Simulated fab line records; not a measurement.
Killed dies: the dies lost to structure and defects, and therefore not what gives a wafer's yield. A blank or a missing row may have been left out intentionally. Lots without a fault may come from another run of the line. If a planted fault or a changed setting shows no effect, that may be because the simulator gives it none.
fab line records + flow sky130
[record]
- lots = 6
- wafers = 18
- last_day = 50
route steps=708 shown METAL4@627 VIA4@639 PAD_OPEN@708
lots with no fault: from the same line, run without faults
start_h: hours from the record's opening day to when the first of the lot's shown wafers began + wait_h: how many hours have passed since the lot's step before this one + " identical to the entry in the row above + L1.1+2: several wafers, shown together as one row + - no value, or no start given + * or withheld: withheld + < > ~ a bound
route shown NAME@n: names a module that has steps shown in the file, with the first one's number in the route + usual: the fault-free wafers' mean and standard deviation + same: alike in all rows + chamber/n: place in a boat + sites: the reading at each site + _std_site: the standard deviation of these + _edge_site: mean of outer sites minus mean of inner sites + radius_mm: how far each site lies from the wafer's centre + mask NAME#n: copy n + behind: the last tool/chamber to shape the wafer + hold: cause of the lot's hold/its duration in hours/its outcome + device: which transistor (n, p or np) failed to switch + end of line: at the end of the route, the tests of the same wafers + where a step has no rows: the recipe by itself + killed: not the wafer's yield, but the dies lost to structure and defects at the first sort + map: a wafer's dies, x killed, . not, _ none there
set.NAME: setting as actually run; set.NAME@STEP: the setting as run at that earlier step + model.NAME: the simulator's own value behind a step, which no gauge read
lots at some steps of the route; a table a step, a row a wafer
services: the hour from which a tool's chamber was out of use, counted from the record's first day as start_h (under 0 if before that day), plus the number of hours and why
[[steps]]
[step SKY_METAL4_PEB_11]
[recipe]
- peb_temp_c = withheld
- peb_time_s = withheld
- resist = KrF-thick
[step SKY_METAL4_DEVELOP_12]
[recipe]
- develop_time_s = 60
- resist = KrF-thick
- dev_temp_c = 21
[step SKY_METAL4_CD_MEAS_13]
[recipe]
- target_cd_nm = 300
[usual]
- cd_nm = 299.8/1.3
| lot.wafer | tool      | chamber | start_h | wait_h | cd_nm |
|-----------|-----------|---------|---------|--------|-------|
| L556.1    | cd_sem-02 | -       | 1014.13 | -      | 300.3 |
| L556.5    | "         | -       | "       | "      | 300.6 |
| L556.6    | "         | -       | "       | "      | 300.0 |
| L558.3    | cd_sem-01 | -       | 1027.67 | -      | 299.7 |
| L558.4    | "         | -       | "       | "      | 298.8 |
| L558.6    | "         | -       | "       | "      | 300.0 |
| L561.2    | cd_sem-01 | -       | 1051.54 | -      | 299.3 |
| L561.3    | "         | -       | "       | "      | 299.0 |
| L561.6    | "         | -       | "       | "      | 299.7 |
| L562.1    | cd_sem-02 | -       | 1056.62 | -      | 297.8 |
| L562.3    | "         | -       | "       | "      | 297.7 |
| L562.4    | "         | -       | "       | "      | 298.2 |
| L565.1    | cd_sem-02 | -       | 1069.63 | -      | 300.7 |
| L565.3    | "         | -       | "       | "      | 301.3 |
| L565.5    | "         | -       | "       | "      | 302.5 |
| L573.2    | cd_sem-02 | -       | 1122.59 | -      | 299.0 |
| L573.3    | "         | -       | "       | "      | 299.9 |
| L573.5    | "         | -       | "       | "      | 300.7 |
[step SKY_METAL4_OVL_MEAS_14]
[usual]
- METAL4_OVL = 0/5.7
| lot.wafer | tool       | chamber | start_h | wait_h | METAL4_OVL[nm] |
|-----------|------------|---------|---------|--------|----------------|
| L556.1    | overlay-02 | -       | 1014.25 | 0.1    | -3             |
| L556.5    | "          | -       | "       | "      | -7             |
| L556.6    | "          | -       | "       | "      | -9             |
| L558.3    | overlay-01 | -       | 1027.77 | 0.1    | 10             |
| L558.4    | "          | -       | "       | "      | 10             |
| L558.6    | "          | -       | "       | "      | 13             |
| L561.2    | overlay-01 | -       | 1051.64 | 0.1    | -2             |
| L561.3    | "          | -       | "       | "      | -1             |
| L561.6    | "          | -       | "       | "      | 2              |
| L562.1    | overlay-01 | -       | 1056.74 | 0.1    | -16            |
| L562.3    | "          | -       | "       | "      | -15            |
| L562.4    | "          | -       | "       | "      | -5             |
| L565.1    | overlay-02 | -       | 1069.75 | 0.1    | -2             |
| L565.3    | "          | -       | "       | "      | 1              |
| L565.5    | "          | -       | "       | "      | 0              |
| L573.2    | overlay-02 | -       | 1122.70 | 0.1    | -2             |
| L573.3    | "          | -       | "       | "      | 0              |
| L573.5    | "          | -       | "       | "      | -1             |
[step SKY_METAL4_DESCUM_15]
[recipe]
- chemistry = O2
- source_power_w = 150
- bias_power_w = 0
- pressure_mtorr = 10
- temp_c = 40
- time_s = 8
[step SKY_METAL4_ETCH_16]
[recipe]
- chemistry = N2/H2
- target = BARC
- ion_energy_ev = 200
- bias_w = 100
- pressure_mtorr = 30
- n2_flow_sccm = 100
- h2_flow_sccm = 200
- icp_w = 500
- stop_on = SiO2
- time_s = 88.2
- target_depth_a = 600
[usual]
- drypump_motor_current_A = 5.5/0.47
- h2_flow_sccm = 199.9/0.6
- n2_flow_sccm = 100.0/0.33
- oes_product_au = 0.625/0.0043
- throttle_valve_pct = 13.205/0.0091
| lot.wafer | tool         | chamber | start_h | wait_h | drypump_motor_current_A | h2_flow_sccm | n2_flow_sccm | oes_product_au | rf_hours_counter_h | throttle_valve_pct |
|-----------|--------------|---------|---------|--------|-------------------------|--------------|--------------|----------------|--------------------|--------------------|
| L556.1    | rie_metal-02 | 1       | 1014.32 | 0.0    | 4.8                     | 199.4        | 100.1        | 0.628          | 5                  | 13.223             |
| L556.5    | "            | 0       | "       | "      | 5.2                     | 200.5        | 100.0        | 0.625          | -                  | 13.198             |
| L556.6    | "            | 1       | "       | "      | 4.8                     | 200.9        | 100.0        | 0.623          | -                  | 13.213             |
| L558.3    | rie_metal-04 | 0       | 1027.85 | 0.0    | 5.4                     | 200.1        | 99.8         | 0.626          | -                  | 13.196             |
| L558.4    | "            | 1       | "       | "      | 6.0                     | 200.0        | 100.6        | 0.627          | -                  | 13.215             |
| L558.6    | "            | 1       | "       | "      | 6.0                     | 200.3        | 100.7        | 0.628          | -                  | 13.203             |
| L561.2    | rie_metal-02 | 0       | 1051.71 | 0.0    | 5.2                     | 200.1        | 100.2        | 0.632          | 18                 | 13.210             |
| L561.3    | "            | 0       | "       | "      | 5.2                     | 201.1        | 99.6         | 0.620          | -                  | 13.201             |
| L561.6    | "            | 0       | "       | "      | 5.2                     | 200.2        | 100.1        | 0.625          | -                  | 13.200             |
| L562.1    | rie_metal-04 | 1       | 1056.81 | 0.0    | 6.0                     | 198.9        | 100.4        | 0.619          | 18                 | 13.198             |
| L562.3    | "            | 1       | "       | "      | 6.0                     | 199.9        | 99.9         | 0.623          | -                  | 13.197             |
| L562.4    | "            | 0       | "       | "      | 5.4                     | 199.9        | 100.1        | 0.623          | -                  | 13.191             |
| L565.1    | rie_metal-04 | 0       | 1069.83 | 0.0    | 5.4                     | 199.2        | 99.5         | 0.620          | 17                 | 13.194             |
| L565.3    | "            | 0       | "       | "      | 5.4                     | 198.6        | 100.0        | 0.622          | -                  | 13.188             |
| L565.5    | "            | 1       | "       | "      | 6.0                     | 199.6        | 100.3        | 0.626          | -                  | 13.201             |
| L573.2    | rie_metal-01 | 0       | 1122.82 | 0.1    | 6.1                     | 199.6        | 100.3        | 0.624          | -                  | 13.200             |
| L573.3    | "            | 0       | "       | "      | 6.1                     | 200.0        | 100.0        | 0.632          | -                  | 13.199             |
| L573.5    | "            | 0       | "       | "      | 6.1                     | 199.3        | 100.5        | 0.625          | -                  | 13.198             |
[step SKY_METAL4_ETCH_17]
[recipe]
- target = SiO2
- stop_on = TiN
- chemistry = C4F8/O2/Ar
- source_w = 1500
- bias_w = 1200
- pressure_mtorr = 40
- c4f8_flow_sccm = withheld
- O2_flow_sccm = 6
- Ar_flow_sccm = 300
- time_s = 3.9
- target_depth_a = 150
[usual]
- oes_product_au = 0.754/0.0072
| lot.wafer | tool        | chamber | start_h | wait_h | oes_product_au | rf_hours_counter_h |
|-----------|-------------|---------|---------|--------|----------------|--------------------|
| L556.1    | rie_diel-04 | 2       | 1014.42 | 0.1    | 0.755          | 9                  |
| L556.5    | "           | 2       | "       | "      | 0.766          | -                  |
| L556.6    | "           | 3       | "       | "      | 0.752          | -                  |
| L558.3    | rie_diel-03 | 2       | 1027.92 | 0.0    | 0.756          | 22                 |
| L558.4    | "           | 1       | "       | "      | 0.754          | 22                 |
| L558.6    | "           | 2       | "       | "      | 0.765          | -                  |
| L561.2    | rie_diel-04 | 1       | 1051.80 | 0.1    | 0.750          | 12                 |
| L561.3    | "           | 0       | "       | "      | 0.754          | 21                 |
| L561.6    | "           | 1       | "       | "      | 0.754          | -                  |
| L562.1    | rie_diel-03 | 1       | 1056.90 | 0.1    | 0.740          | 23                 |
| L562.3    | "           | 2       | "       | "      | 0.748          | 23                 |
| L562.4    | "           | 0       | "       | "      | 0.757          | 16                 |
| L565.1    | rie_diel-04 | 2       | 1069.96 | 0.1    | 0.754          | 11                 |
| L565.3    | "           | 0       | "       | "      | 0.742          | 22                 |
| L565.5    | "           | 1       | "       | "      | 0.754          | -                  |
| L573.2    | rie_diel-04 | 3       | 1122.99 | 0.1    | 0.756          | 9                  |
| L573.3    | "           | 2       | "       | "      | 0.754          | 13                 |
| L573.5    | "           | 0       | "       | "      | 0.755          | -                  |
[step SKY_METAL4_METAL_ETCH_18]
[recipe]
- target_depth_a = 8450
- stop_on = SiO2
- over_etch_frac = 0.3
- time_s = 183.1
- chemistry = Cl2/BCl3
- resist_sidewall_deg = 88
- pressure_mtorr = 10
- icp_w = 900
- bias_w = 48.5
- Cl2_flow_sccm = 60
- bcl3_flow_sccm = 30
[usual]
- drypump_motor_current_A = 5.6/0.47
- oes_product_au = 0.865/0.006
- throttle_valve_pct = 22.266/0.0093
| lot.wafer | tool         | chamber | start_h | wait_h | drypump_motor_current_A | oes_product_au | rf_hours_counter_h | throttle_valve_pct |
|-----------|--------------|---------|---------|--------|-------------------------|----------------|--------------------|--------------------|
| L556.1    | rie_metal-04 | 1       | 1014.43 | 0.0    | 6.0                     | 0.869          | 16                 | 22.270             |
| L556.5    | "            | 1       | "       | "      | 6.0                     | 0.867          | -                  | 22.272             |
| L556.6    | "            | 0       | "       | "      | 5.4                     | 0.873          | -                  | 22.260             |
| L558.3    | rie_metal-01 | 0       | 1028.00 | 0.1    | 6.0                     | 0.859          | -                  | 22.275             |
| L558.4    | "            | 1       | "       | "      | 6.0                     | 0.865          | -                  | 22.265             |
| L558.6    | "            | 1       | "       | "      | 5.9                     | 0.868          | -                  | 22.257             |
| L561.2    | rie_metal-01 | 0       | 1051.82 | 0.0    | 6.1                     | 0.867          | 21                 | 22.250             |
| L561.3    | "            | 0       | "       | "      | 6.0                     | 0.863          | -                  | 22.260             |
| L561.6    | "            | 1       | "       | "      | 5.9                     | 0.867          | -                  | 22.267             |
| L562.1    | rie_metal-02 | 0       | 1056.92 | 0.0    | 5.2                     | 0.867          | 19                 | 22.273             |
| L562.3    | "            | 1       | "       | "      | 4.8                     | 0.849          | -                  | 22.271             |
| L562.4    | "            | 0       | "       | "      | 5.2                     | 0.859          | -                  | 22.245             |
| L565.1    | rie_metal-01 | 1       | 1069.98 | 0.0    | 5.9                     | 0.860          | 12                 | 22.263             |
| L565.3    | "            | 1       | "       | "      | 6.0                     | 0.865          | -                  | 22.267             |
| L565.5    | "            | 0       | "       | "      | 6.1                     | 0.855          | -                  | 22.265             |
| L573.2    | rie_metal-02 | 0       | 1123.00 | 0.0    | 5.2                     | 0.866          | 23                 | 22.257             |
| L573.3    | "            | 1       | "       | "      | 4.8                     | 0.869          | -                  | 22.263             |
| L573.5    | "            | 1       | "       | "      | 4.8                     | 0.863          | -                  | 22.268             |
[step SKY_METAL4_STRIP_19]
[recipe]
- chemistry = O2/N2
- power_w = 1400
- pressure_mtorr = 1500
- platen_temp_c = withheld
- o2_flow_sccm = 3000
- n2_flow_sccm = 300
- overash_fraction = 0.5
[usual]
- drypump_motor_current_A = 5.6/0.31
- n2_flow_sccm = 300.0/0.94
- oes_product_au = 0.503/0.005
- strip_time_to_endpoint_s = 6.55/0.063
| lot.wafer | tool            | chamber | start_h | wait_h | drypump_motor_current_A | n2_flow_sccm | oes_product_au | rf_hours_counter_h | strip_time_to_endpoint_s |
|-----------|-----------------|---------|---------|--------|-------------------------|--------------|----------------|--------------------|--------------------------|
| L556.1    | plasma_asher-01 | 0       | 1014.61 | 0.1    | 5.9                     | 300.3        | 0.500          | 26                 | 6.48                     |
| L556.5    | "               | 0       | "       | "      | 5.9                     | 300.9        | 0.506          | -                  | 6.50                     |
| L556.6    | "               | 1       | "       | "      | 5.5                     | 299.7        | 0.499          | -                  | 6.52                     |
| L558.3    | plasma_asher-03 | 1       | 1028.15 | 0.1    | 5.9                     | 299.0        | 0.508          | -                  | 6.62                     |
| L558.4    | "               | 0       | "       | "      | 5.5                     | 299.5        | 0.504          | -                  | 6.50                     |
| L558.6    | "               | 0       | "       | "      | 5.5                     | 299.4        | 0.498          | -                  | 6.56                     |
| L561.2    | plasma_asher-01 | 0       | 1052.00 | 0.1    | 6.0                     | 297.9        | 0.500          | 28                 | 6.57                     |
| L561.3    | "               | 0       | "       | "      | 5.9                     | 301.0        | 0.501          | -                  | 6.55                     |
| L561.6    | "               | 0       | "       | "      | 5.9                     | 300.0        | 0.507          | -                  | 6.54                     |
| L562.1    | plasma_asher-03 | 0       | 1057.10 | 0.1    | 5.5                     | 298.7        | 0.505          | 60                 | 6.59                     |
| L562.3    | "               | 0       | "       | "      | 5.5                     | 300.5        | 0.500          | -                  | 6.60                     |
| L562.4    | "               | 1       | "       | "      | 5.9                     | 300.8        | 0.502          | -                  | 6.58                     |
| L565.1    | plasma_asher-03 | 0       | 1070.21 | 0.2    | 5.5                     | 300.8        | 0.506          | 62                 | 6.44                     |
| L565.3    | "               | 0       | "       | "      | 5.5                     | 301.2        | 0.493          | -                  | 6.39                     |
| L565.5    | "               | 0       | "       | "      | 5.5                     | 299.9        | 0.497          | -                  | 6.51                     |
| L573.2    | plasma_asher-03 | 0       | 1123.18 | 0.1    | 5.5                     | 299.6        | 0.504          | 67                 | 6.59                     |
| L573.3    | "               | 1       | "       | "      | 5.9                     | 300.4        | 0.501          | -                  | 6.57                     |
| L573.5    | "               | 1       | "       | "      | 5.9                     | 299.5        | 0.509          | -                  | 6.61                     |
[step SKY_METAL4_STRIP_20]
[recipe]
- chemistry = post_etch_residue_remover
- time_s = 1200
- temp_c = 72.5
[step SKY_METAL4_CLEAN_21]
[recipe]
- chemistry = IPA
- time_s = 180
- temp_c = 25
[step SKY_METAL4_CLEAN_22]
[recipe]
- chemistry = O3/DIW
- dry = n2_spin
[step SKY_VIA4_HDPCVD_00]
[recipe]
- material = SiO2
- target_thk_nm = 1750
- sigma_open_frac = 0.3
- time_s = 291.7
- temp_c = 400
- sih4_flow_sccm = 60
- pressure_mtorr = 6
[usual]
- run_length_s = 319.6/0.43
- susceptor_temp_C = 400.01/0.24
| lot.wafer | tool      | chamber | start_h | wait_h | run_length_s | susceptor_temp_C | model.SiO2_of_VIA4_HDPCVD_00.thk_nm |
|-----------|-----------|---------|---------|--------|--------------|------------------|-------------------------------------|
| L556.1    | hdpcvd-02 | 0       | 1015.27 | 0.0    | 320.1        | 400.17           | 1743                                |
| L556.5    | "         | 2       | "       | "      | 319.6        | 400.30           | 1765                                |
| L556.6    | "         | 1       | "       | "      | 319.2        | 399.70           | 1747                                |
| L558.3    | hdpcvd-02 | 2       | 1028.76 | 0.0    | 319.6        | 400.24           | 1750                                |
| L558.4    | "         | 0       | "       | "      | 319.6        | 400.19           | 1733                                |
| L558.6    | "         | 1       | "       | "      | 318.9        | 400.09           | 1731                                |
| L561.2    | hdpcvd-02 | 2       | 1052.63 | 0.0    | 319.6        | 400.20           | 1754                                |
| L561.3    | "         | 0       | "       | "      | 319.5        | 399.68           | 1746                                |
| L561.6    | "         | 1       | "       | "      | 319.0        | 399.99           | 1739                                |
| L562.1    | hdpcvd-01 | 2       | 1057.69 | 0.0    | 319.9        | 400.25           | 1729                                |
| L562.3    | "         | 0       | "       | "      | 426.8        | 400.22           | 2392                                |
| L562.4    | "         | 2       | "       | "      | 319.8        | 400.29           | 1758                                |
| L565.1    | hdpcvd-01 | 2       | 1071.30 | 0.0    | 319.8        | 399.60           | 1751                                |
| L565.3    | "         | 1       | "       | "      | 319.7        | 400.26           | 1744                                |
| L565.5    | "         | 0       | "       | "      | 427.5        | 400.06           | 2415                                |
| L573.2    | hdpcvd-01 | 2       | 1123.82 | 0.0    | 319.9        | 400.17           | 1769                                |
| L573.3    | "         | 1       | "       | "      | 319.3        | 400.44           | 1747                                |
| L573.5    | "         | 1       | "       | "      | 319.6        | 400.35           | 1745                                |
[step SKY_VIA4_THK_MEAS_01]
[recipe]
- reads = SiO2_of_VIA4_HDPCVD_00
[usual]
- VIA4_HDPCVD_THK = 1751/22
| lot.wafer | tool          | chamber | start_h | wait_h | VIA4_HDPCVD_THK[nm] |
|-----------|---------------|---------|---------|--------|---------------------|
| L556.1    | film_metro-04 | -       | 1015.45 | 0.1    | 1744                |
| L556.5    | "             | -       | "       | "      | 1765                |
| L556.6    | "             | -       | "       | "      | 1748                |
| L558.3    | film_metro-02 | -       | 1028.96 | 0.1    | 1748                |
| L558.4    | "             | -       | "       | "      | 1731                |
| L558.6    | "             | -       | "       | "      | 1730                |
| L561.2    | film_metro-03 | -       | 1052.82 | 0.1    | 1754                |
| L561.3    | "             | -       | "       | "      | 1747                |
| L561.6    | "             | -       | "       | "      | 1738                |
| L562.1    | film_metro-03 | -       | 1057.87 | 0.1    | 1728                |
| L562.3    | "             | -       | "       | "      | 2393                |
| L562.4    | "             | -       | "       | "      | 1759                |
| L565.1    | film_metro-02 | -       | 1071.48 | 0.1    | 1752                |
| L565.3    | "             | -       | "       | "      | 1744                |
| L565.5    | "             | -       | "       | "      | 2414                |
| L573.2    | film_metro-04 | -       | 1124.01 | 0.1    | 1767                |
| L573.3    | "             | -       | "       | "      | 1746                |
| L573.5    | "             | -       | "       | "      | 1744                |
[step SKY_VIA4_CMP_02]
[recipe]
- material = SiO2
- down_force_psi = 4
- platen_rpm = 60
- pad_velocity_m_s = 0.94248
[usual]
- head_pressure_psi = 4.001/0.0094
- motor_current_A = 11.4/1
- retaining_ring_pressure_frac = 1.000/0.005
| lot.wafer | tool   | chamber | start_h | wait_h | head_pressure_psi | motor_current_A | retaining_ring_pressure_frac |
|-----------|--------|---------|---------|--------|-------------------|-----------------|------------------------------|
| L556.1    | cmp-02 | 0       | 1015.66 | 0.2    | 4.003             | 11.5            | 0.994                        |
| L556.6    | "      | 1       | "       | "      | 3.991             | 10.4            | 0.994                        |
| L556.5    | "      | 2       | "       | "      | 3.990             | 12.6            | 1.008                        |
| L558.4    | cmp-01 | 1       | 1029.05 | 0.1    | 4.000             | 11.1            | 0.997                        |
| L558.3    | "      | 3       | "       | "      | 4.001             | 10.4            | 1.004                        |
| L558.6    | "      | 0       | "       | "      | 4.006             | 12.2            | 1.001                        |
| L561.2    | cmp-01 | 3       | 1052.97 | 0.1    | 4.004             | 10.1            | 1.004                        |
| L561.3    | "      | 0       | "       | "      | 4.008             | 13.0            | 1.000                        |
| L561.6    | "      | 1       | "       | "      | 3.999             | 11.9            | 1.000                        |
| L562.1    | cmp-02 | 2       | 1057.98 | 0.1    | 4.001             | 13.3            | 0.994                        |
| L562.4    | "      | 3       | "       | "      | 3.998             | 10.9            | 1.000                        |
| L562.3    | "      | 0       | "       | "      | 4.022             | 11.4            | 0.999                        |
| L565.1    | cmp-02 | 2       | 1071.64 | 0.1    | 4.006             | 12.4            | 1.004                        |
| L565.3    | "      | 3       | "       | "      | 4.001             | 11.5            | 1.008                        |
| L565.5    | "      | 1       | "       | "      | 3.999             | 10.3            | 0.999                        |
| L573.2    | cmp-02 | 1       | 1124.06 | 0.0    | 4.006             | 10.3            | 1.006                        |
| L573.3    | "      | 0       | "       | "      | 4.002             | 11.3            | 0.999                        |
| L573.5    | "      | 2       | "       | "      | 4.019             | 13.1            | 1.000                        |
[step SKY_PAD_OPEN_PROBE_99]
[usual]
- defect_limited_yield = 82.2/1.9
- killed_at_M0_to_M3 = 44/7.2
- killed_at_M4_up = 3.0/1.9
- killed_at_contacts = 25/4.8
- killed_at_front_end = 16/4.2
- killed_at_other = 0.2/0.44
- killed_dies = 88/9.3
- killed_on_rim = 17/3.6
- killed_open = 48/7.1
- killed_short = 40/6.5
- sort_bin_3_pad_short = 0.9/0.4
- sort_bin_5_function = 10.5/1.5
- sort_bin_6_memory = 6.5/0.98
- sort_n_pass = 404/9.3
- sort_yield_pct = 82.2/1.9
[same]
- gross_dies = 492
- killed_at_back_side = 0
- sort_bin_4_leakage[%] = 0
- sort_bin_8_speed[%] = 0
| lot.wafer | tool      | chamber | start_h | wait_h | defect_limited_yield[%] | killed_at_M0_to_M3 | killed_at_M4_up | killed_at_contacts | killed_at_front_end | killed_at_other | killed_dies | killed_on_rim | killed_open | killed_short | sort_bin_3_pad_short[%] | sort_bin_5_function[%] | sort_bin_6_memory[%] | sort_n_pass | sort_yield_pct[%] |
|-----------|-----------|---------|---------|--------|-------------------------|--------------------|-----------------|--------------------|---------------------|-----------------|-------------|---------------|-------------|--------------|-------------------------|------------------------|----------------------|-------------|-------------------|
| L556.1    | prober-02 | -       | 1107.18 | 0.1    | 78.9                    | 58                 | 2               | 23                 | 21                  | 0               | 104         | 28            | 65          | 39           | 0.8                     | 12.8                   | 7.5                  | 388         | 78.9              |
| L556.5    | prober-02 | -       | 1107.38 | 0.2    | 81.1                    | 50                 | 0               | 21                 | 21                  | 1               | 93          | 15            | 46          | 47           | 1.4                     | 10.4                   | 7.1                  | 399         | 81.1              |
| L556.6    | prober-02 | -       | 1107.43 | 0.2    | 81.3                    | 49                 | 2               | 23                 | 18                  | 0               | 92          | 27            | 62          | 30           | 0.8                     | 11.6                   | 6.3                  | 400         | 81.3              |
| L561.2    | prober-01 | -       | 1138.53 | 0.1    | 85.0                    | 35                 | 3               | 16                 | 20                  | 0               | 74          | 18            | 44          | 30           | 0.2                     | 7.9                    | 6.9                  | 418         | 85.0              |
| L561.3    | prober-01 | -       | 1138.58 | 0.2    | 82.7                    | 45                 | 3               | 18                 | 19                  | 0               | 85          | 10            | 44          | 41           | 0.8                     | 10.0                   | 6.5                  | 407         | 82.7              |
| L561.6    | prober-01 | -       | 1138.73 | 0.2    | 86.6                    | 37                 | 4               | 13                 | 12                  | 0               | 66          | 15            | 29          | 37           | 1.0                     | 8.1                    | 4.3                  | 426         | 86.6              |
| L562.1    | prober-02 | -       | 1143.40 | 0.1    | 81.3                    | 41                 | 3               | 31                 | 17                  | 0               | 92          | 17            | 44          | 48           | 0.8                     | 11.2                   | 6.7                  | 400         | 81.3              |
| L562.3    | prober-02 | -       | 1143.50 | 0.2    | 80.5                    | 44                 | 4               | 27                 | 21                  | 0               | 96          | 18            | 54          | 42           | 0.6                     | 12.2                   | 6.7                  | 396         | 80.5              |
| L562.4    | prober-02 | -       | 1143.55 | 0.2    | 82.3                    | 43                 | 0               | 27                 | 16                  | 1               | 87          | 15            | 58          | 29           | 1.0                     | 8.5                    | 8.1                  | 405         | 82.3              |
| L565.1    | prober-01 | -       | 1154.10 | 0.1    | 83.7                    | 36                 | 1               | 29                 | 14                  | 0               | 80          | 14            | 37          | 43           | 0.4                     | 8.5                    | 7.3                  | 412         | 83.7              |
| L565.3    | prober-01 | -       | 1154.20 | 0.2    | 80.5                    | 44                 | 5               | 26                 | 21                  | 0               | 96          | 18            | 40          | 56           | 1.2                     | 11.0                   | 7.3                  | 396         | 80.5              |
| L565.5    | prober-01 | -       | 1154.30 | 0.2    | 82.5                    | 38                 | 2               | 36                 | 10                  | 0               | 86          | 25            | 48          | 38           | 0.4                     | 8.7                    | 8.3                  | 406         | 82.5              |
// killed by level:class
L556.1 VIA1:geometric_particle:open=19 LI_CONTACT:geometric_particle:open=9 CONTACT:geometric_particle:open=7 VIA2:geometric_particle:short=7 VIA3:geometric_particle:open=7 FIELD_ISO:geometric_particle:open=6 METAL1:geometric_particle:short=6 VIA2:geometric_particle:open=6
L556.5 VIA1:geometric_particle:open=12 VIA2:geometric_particle:open=8 CONTACT:geometric_particle:open=7 LI_CONTACT:geometric_particle:open=6 VIA1:geometric_particle:short=6 VIA3:geometric_particle:short=6 FIELD_ISO:geometric_particle:short=5 POLY_GATE:geometric_particle:short=5
L556.6 VIA1:geometric_particle:open=12 CONTACT:geometric_particle:open=12 VIA2:geometric_particle:open=11 POLY_GATE:geometric_particle:short=7 VIA3:geometric_particle:open=7 POLY_GATE:geometric_particle:open=6 LI_CONTACT:geometric_particle:open=5 VIA2:geometric_particle:short=4
L561.2 POLY_GATE:geometric_particle:open=8 VIA1:geometric_particle:open=8 LI_CONTACT:geometric_particle:open=7 VIA3:geometric_particle:open=7 POLY_GATE:geometric_particle:short=6 CONTACT:geometric_particle:open=5 METAL1:geometric_particle:short=5 VIA2:geometric_particle:open=5
L561.3 VIA1:geometric_particle:open=11 VIA2:geometric_particle:open=9 CONTACT:geometric_particle:open=8 METAL1:geometric_particle:short=7 FIELD_ISO:geometric_particle:open=5 VIA1:geometric_particle:short=5 FIELD_ISO:geometric_particle:short=4 LOCAL_INTERCONNECT:geometric_particle:short=4
L561.6 METAL1:geometric_particle:short=7 VIA3:geometric_particle:open=5 VIA2:geometric_particle:open=5 POLY_GATE:geometric_particle:open=4 VIA1:geometric_particle:short=4 VIA1:geometric_particle:open=4 VIA2:geometric_particle:short=4 METAL3:geometric_particle:short=4
L562.1 VIA1:geometric_particle:open=11 CONTACT:geometric_particle:open=11 CONTACT:geometric_particle:short=7 METAL1:geometric_particle:short=6 FIELD_ISO:geometric_particle:open=5 LOCAL_INTERCONNECT:geometric_particle:short=5 METAL2:geometric_particle:short=5 FIELD_ISO:geometric_particle:short=4
L562.3 CONTACT:geometric_particle:open=12 VIA3:geometric_particle:open=7 FIELD_ISO:geometric_particle:open=6 CONTACT:geometric_particle:short=6 METAL2:geometric_particle:short=6 VIA1:geometric_particle:open=6 POLY_GATE:geometric_particle:open=5 VIA1:geometric_particle:short=5
L562.4 CONTACT:geometric_particle:open=11 VIA3:geometric_particle:open=9 VIA1:geometric_particle:open=8 FIELD_ISO:geometric_particle:open=7 POLY_GATE:geometric_particle:open=5 LI_CONTACT:geometric_particle:open=5 CONTACT:geometric_particle:short=5 VIA2:geometric_particle:open=5
L565.1 LI_CONTACT:geometric_particle:short=7 LI_CONTACT:geometric_particle:open=7 CONTACT:geometric_particle:open=6 VIA1:geometric_particle:short=6 FIELD_ISO:geometric_particle:short=5 CONTACT:geometric_particle:short=5 VIA2:geometric_particle:open=5 VIA3:geometric_particle:open=5
L565.3 FIELD_ISO:geometric_particle:short=9 VIA1:geometric_particle:short=8 CONTACT:geometric_particle:open=7 METAL1:geometric_particle:short=7 VIA1:geometric_particle:open=7 LI_CONTACT:geometric_particle:open=6 LOCAL_INTERCONNECT:geometric_particle:short=6 VIA3:geometric_particle:open=6
L565.5 LOCAL_INTERCONNECT:geometric_particle:short=11 VIA1:geometric_particle:open=10 LI_CONTACT:geometric_particle:open=9 CONTACT:geometric_particle:open=8 METAL1:geometric_particle:short=7 POLY_GATE:geometric_particle:open=6 CONTACT:geometric_particle:short=6 VIA3:geometric_particle:open=6
[[services]]
| tool            | chamber | start_h | hours | kind                           |
|-----------------|---------|---------|-------|--------------------------------|
| rie_metal-04    | -       | 1003.30 | 1.2   | repair                         |
| hdpcvd-02       | 2       | 1006.11 | 5.4   | repair                         |
| plasma_asher-01 | -       | 1023.27 | 15.6  | pm                             |
| cmp-01          | -       | 1037.66 | 0.2   | repair                         |
| cmp-02          | -       | 1084.00 | 4.0   | pm                             |
| cmp-02          | -       | 1088.00 | -     | consumable_replace:conditioner |
| cmp-02          | -       | 1088.00 | -     | consumable_replace:pad         |
| rie_metal-01    | 1       | 1114.29 | 13.1  | repair                         |
| cmp-01          | -       | 1121.53 | 0.4   | repair                         |
[[key]]
[first_sign]
- step = SKY_VIA4_HDPCVD_00
- reading = run_length_s
- direction = up
- sigmas = 99+
- usual = *
- struck = *
[effect]
- step = SKY_VIA4_THK_MEAS_01
- reading = VIA4_HDPCVD_THK
- direction = up
- sigmas = 30
- usual = 1751
- struck = 2403
[model_effect]
- step = SKY_VIA4_HDPCVD_00
- value = SiO2_of_VIA4_HDPCVD_00.thk_nm
- without = 1758
- struck = 2403
met_at SKY_VIA4_HDPCVD_00
struck_wafers L562.3,L565.5
[fault]
- kind = process_parameter_drift
- tool = hdpcvd-01
- chamber = 0
- onset_h = 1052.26
- steps = SKY_VIA4_HDPCVD_00
- channel = time_s
- offset = *
- shape = step
- end_h = 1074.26
- acts_in = *
- stated = *
